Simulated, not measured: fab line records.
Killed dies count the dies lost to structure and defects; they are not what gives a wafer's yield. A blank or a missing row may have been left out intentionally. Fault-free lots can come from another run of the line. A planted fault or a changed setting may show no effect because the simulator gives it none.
Which tool is to blame?    flow gf180mcu    Sampling: 24 lots, 72 wafers, 5 of 602 route steps

## WHAT EACH GAUGE READ, for each wafer
GF_V2_THK_MEAS_03. Usual: V2_CVD_02_THK gives 848 nm (standard deviation 10).
lot   measured      on            V2_CVD_02_THK (nm)  flag
L074  day 19 07:59  filmMetro-04  844 863 853         
L075  day 19 18:11  filmMetro-01  849 844 853         
L076  day 20 05:34  filmMetro-04  847 852 867         
L077  day 20 10:36  filmMetro-02  844 833 848         
L078  day 21 01:07  filmMetro-02  838 857 860         
L079  day 21 05:53  filmMetro-04  851 859 861         
L080  day 21 15:22  filmMetro-04  837 844 846         
L081  day 22 03:24  filmMetro-04  838 849 850         
L082  day 22 09:21  filmMetro-04  852 854 862         
L083  day 22 17:19  filmMetro-01  853 864 864         
L084  day 23 08:49  filmMetro-02  839 842 855         
L085  day 23 13:10  filmMetro-04  849 841 855         
L086  day 23 14:55  filmMetro-04  847 856 856         
L087  day 23 21:34  filmMetro-04  830 852 850         
L088  day 24 10:54  filmMetro-01  838 842 842         
L089  day 24 18:09  filmMetro-01  848 857 863         
L090  day 25 08:24  filmMetro-04  825 829 841         
L091  day 25 22:57  filmMetro-01  830 855 847         
L092  day 26 12:06  filmMetro-01  833 859 841         
L094  day 26 15:21  filmMetro-01  851 849 860         
L093  day 26 15:57  filmMetro-04  839 845 843         
L095  day 26 18:29  filmMetro-01  839 853 865         
L096  day 27 08:37  filmMetro-02  830 845 855         
L097  day 27 12:23  filmMetro-01  830 836 847         

GF_M3_CD_MEAS_14: the cd target is 280 nm. Usual: 279.9 nm for cdNm, sd 1.2.
lot   measured      on        cdNm (nm)          flag
L074  day 21 10:32  cdSem-01  280.1 279.8 280.3  
L075  day 21 20:16  cdSem-01  279.4 280.6 279.5  
L076  day 22 07:58  cdSem-01  280.7 280.5 281.4  
L077  day 22 12:25  cdSem-01  280.8 281.4 282.3  
L078  day 23 02:35  cdSem-01  279.6 277.2 280.8  
L079  day 23 06:43  cdSem-02  279.5 280.4 279.0  
L080  day 23 16:07  cdSem-02  278.5 277.1 277.7  
L081  day 24 03:51  cdSem-02  279.2 278.3 277.6  
L082  day 24 09:02  cdSem-02  281.4 280.7 281.0  
L083  day 24 17:07  cdSem-02  280.2 281.2 279.5  
L084  day 25 07:25  cdSem-01  281.6 280.8 281.4  
L085  day 25 11:13  cdSem-02  280.6 281.1 280.9  
L086  day 25 14:05  cdSem-01  279.7 279.4 279.5  
L087  day 25 19:23  cdSem-02  278.8 278.9 278.0  
L088  day 26 08:38  cdSem-01  281.1 281.9 280.9  
L089  day 26 15:58  cdSem-02  282.5 280.0 281.5  
L090  day 27 04:49  cdSem-01  278.5 278.8 278.5  
L091  day 27 17:43  cdSem-01  279.7 278.9 280.7  
L092  day 28 07:10  cdSem-02  279.9 278.4 279.4  
L094  day 28 10:14  cdSem-01  279.4 278.8 279.4  
L093  day 28 10:53  cdSem-01  279.5 278.1 280.2  
L095  day 28 12:47  cdSem-01  280.4 280.8 280.6  
L096  day 29 02:46  cdSem-01  278.1 278.7 279.4  
L097  day 29 06:25  cdSem-01  282.5 282.0 282.2  

## EACH LOT AND THE TOOL THAT RAN IT (in order: tool; ch and the chambers of the sampled wafers; start)
lot   GF_M3_SPUTTER_02             GF_M3_SPUTTER_03             GF_M3_SPUTTER_04
L074  pvdSputter-01, day 20 10:12  pvdSputter-01, day 20 10:14  pvdSputter-01, day 20 10:15
L075  pvdSputter-04, day 20 20:03  pvdSputter-04, day 20 20:05  pvdSputter-04, day 20 20:06
L076  pvdSputter-01, day 21 08:14  pvdSputter-01, day 21 08:16  pvdSputter-01, day 21 08:17
L077  pvdSputter-01, day 21 12:19  pvdSputter-01, day 21 12:21  pvdSputter-01, day 21 12:22
L078  pvdSputter-01, day 22 02:56  pvdSputter-01, day 22 02:58  pvdSputter-01, day 22 02:59
L079  pvdSputter-03, day 22 07:23  pvdSputter-03, day 22 07:25  pvdSputter-03, day 22 07:26
L080  pvdSputter-03, day 22 17:14  pvdSputter-03, day 22 17:16  pvdSputter-03, day 22 17:17
L081  pvdSputter-01, day 23 04:32  pvdSputter-01, day 23 04:34  pvdSputter-01, day 23 04:35
L082  pvdSputter-03, day 23 10:20  pvdSputter-03, day 23 10:22  pvdSputter-03, day 23 10:23
L083  pvdSputter-03, day 23 18:53  pvdSputter-03, day 23 18:55  pvdSputter-03, day 23 18:56
L084  pvdSputter-03, day 24 09:16  pvdSputter-03, day 24 09:17  pvdSputter-03, day 24 09:19
L085  pvdSputter-04, day 24 13:09  pvdSputter-04, day 24 13:11  pvdSputter-04, day 24 13:12
L086  pvdSputter-01, day 24 16:10  pvdSputter-01, day 24 16:12  pvdSputter-01, day 24 16:13
L087  pvdSputter-01, day 24 22:11  pvdSputter-01, day 24 22:13  pvdSputter-01, day 24 22:14
L088  pvdSputter-03, day 25 11:01  pvdSputter-03, day 25 11:02  pvdSputter-03, day 25 11:04
L089  pvdSputter-03, day 25 18:14  pvdSputter-03, day 25 18:16  pvdSputter-03, day 25 18:17
L090  pvdSputter-04, day 26 08:02  pvdSputter-04, day 26 08:04  pvdSputter-04, day 26 08:05
L091  pvdSputter-01, day 26 21:53  pvdSputter-01, day 26 21:55  pvdSputter-01, day 26 21:57
L092  pvdSputter-01, day 27 11:16  pvdSputter-01, day 27 11:17  pvdSputter-01, day 27 11:19
L094  pvdSputter-04, day 27 14:28  pvdSputter-04, day 27 14:29  pvdSputter-04, day 27 14:31
L093  pvdSputter-04, day 27 14:59  pvdSputter-04, day 27 15:01  pvdSputter-04, day 27 15:02
L095  pvdSputter-03, day 27 16:52  pvdSputter-03, day 27 16:54  pvdSputter-03, day 27 16:55
L096  pvdSputter-01, day 28 07:14  pvdSputter-01, day 28 07:16  pvdSputter-01, day 28 07:17
L097  pvdSputter-01, day 28 10:37  pvdSputter-01, day 28 10:38  pvdSputter-01, day 28 10:40
- GF_M3_SPUTTER_02: material AlCu, target thk 450 nm, time 23.9 s.
- GF_M3_SPUTTER_03: material Ti, target thk 10 nm, time 6.7 s.
- GF_M3_SPUTTER_04: material TiN, target thk 50 nm, time 41.7 s.

## AS READ BY THE TOOLS THEMSELVES (means over the sampled wafers that have a number; for cases with no such wafer, the mark the record gives instead)
GF_M3_SPUTTER_02. Usual: cathodeDcPowerW 10600 W, standard deviation 1.9; throttleValvePct 29.7 %, standard deviation 0.93.
lot   tool           cathodeDcPowerW (W)  throttleValvePct (%)  flag
L074  pvdSputter-01  10601                30.5                  
L075  pvdSputter-04  10600                29.7                  
L076  pvdSputter-01  10601                30.0                  
L077  pvdSputter-01  10600                29.2                  
L078  pvdSputter-01  10601                28.8                  
L079  pvdSputter-03  10601                30.3                  
L080  pvdSputter-03  10600                29.8                  
L081  pvdSputter-01  10600                30.8                  
L082  pvdSputter-03  10599                30.3                  
L083  pvdSputter-03  10602                29.9                  
L084  pvdSputter-03  10600                30.3                  
L085  pvdSputter-04  10599                29.4                  
L086  pvdSputter-01  10601                30.6                  
L087  pvdSputter-01  10600                29.8                  
L088  pvdSputter-03  10601                30.6                  
L089  pvdSputter-03  10601                30.2                  
L090  pvdSputter-04  10600                29.8                  
L091  pvdSputter-01  10601                28.8                  
L092  pvdSputter-01  10601                29.0                  
L094  pvdSputter-04  10600                29.3                  
L093  pvdSputter-04  10599                29.7                  
L095  pvdSputter-03  10600                29.8                  
L096  pvdSputter-01  10601                30.7                  
L097  pvdSputter-01  10601                29.8                  

GF_M3_SPUTTER_03. Usual: cathodeDcPowerW 3000.0 W, standard deviation 0.51; throttleValvePct 29.7 %, standard deviation 0.94.
lot   tool           cathodeDcPowerW (W)  throttleValvePct (%)  flag
L074  pvdSputter-01  3000.7               30.6                  
L075  pvdSputter-04  3000.4               29.5                  
L076  pvdSputter-01  2999.4               30.0                  
L077  pvdSputter-01  2999.8               29.2                  
L078  pvdSputter-01  2999.5               28.8                  
L079  pvdSputter-03  3000.1               30.4                  
L080  pvdSputter-03  3000.3               29.7                  
L081  pvdSputter-01  2999.9               30.7                  
L082  pvdSputter-03  2999.6               30.1                  
L083  pvdSputter-03  3000.0               30.2                  
L084  pvdSputter-03  3000.1               30.4                  
L085  pvdSputter-04  2999.9               29.2                  
L086  pvdSputter-01  2999.8               30.4                  
L087  pvdSputter-01  3000.1               29.8                  
L088  pvdSputter-03  3000.0               30.5                  
L089  pvdSputter-03  2999.9               30.5                  
L090  pvdSputter-04  2999.8               29.7                  
L091  pvdSputter-01  3000.5               28.6                  
L092  pvdSputter-01  3000.3               29.2                  
L094  pvdSputter-04  3000.1               29.4                  
L093  pvdSputter-04  3000.1               29.7                  
L095  pvdSputter-03  3000.4               29.9                  
L096  pvdSputter-01  3000.0               30.6                  
L097  pvdSputter-01  2999.9               29.8                  

GF_M3_SPUTTER_04. Usual: cathodeDcPowerW 6500.0 W, standard deviation 1.2; throttleValvePct 29.7 %, standard deviation 0.91.
lot   tool           cathodeDcPowerW (W)  throttleValvePct (%)  flag
L074  pvdSputter-01  6499.8               30.5                  
L075  pvdSputter-04  6500.6               29.6                  
L076  pvdSputter-01  6499.8               30.1                  
L077  pvdSputter-01  6499.0               28.9                  
L078  pvdSputter-01  6500.5               28.9                  
L079  pvdSputter-03  6500.4               30.2                  
L080  pvdSputter-03  6500.0               29.7                  
L081  pvdSputter-01  6500.4               30.7                  
L082  pvdSputter-03  6500.0               30.1                  
L083  pvdSputter-03  6499.4               29.9                  
L084  pvdSputter-03  6499.7               30.2                  
L085  pvdSputter-04  6500.8               29.2                  
L086  pvdSputter-01  6499.6               30.5                  
L087  pvdSputter-01  6499.6               29.8                  
L088  pvdSputter-03  6499.2               30.7                  
L089  pvdSputter-03  6500.8               30.3                  
L090  pvdSputter-04  6498.9               29.8                  
L091  pvdSputter-01  6499.9               28.7                  
L092  pvdSputter-01  6499.4               29.1                  
L094  pvdSputter-04  6500.1               29.2                  
L093  pvdSputter-04  6500.4               29.9                  
L095  pvdSputter-03  6500.4               29.9                  
L096  pvdSputter-01  6499.4               30.8                  
L097  pvdSputter-01  6501.2               29.8                  

## THE ANSWER, worked out from the rows above alone
Rule: take the mean of a lot's wafers that have a number; if it is more than 3 standard deviations from the usual mean, the lot is off. Also off: a lot with no number at a reading for which 4 or more lots have one. All remaining lots with rows at the step are treated as sound. The gauges are gone through in route order, then the tools' own readings, and for those a lot's mean is taken as printed above. At the first step where some lot is off, the reading lying furthest off is the one used; lots without a number count as furthest.
None of the lots is off at any reading shown; this tells nothing.

## WHAT HAD BEEN PUT IN BY THE SIMULATOR
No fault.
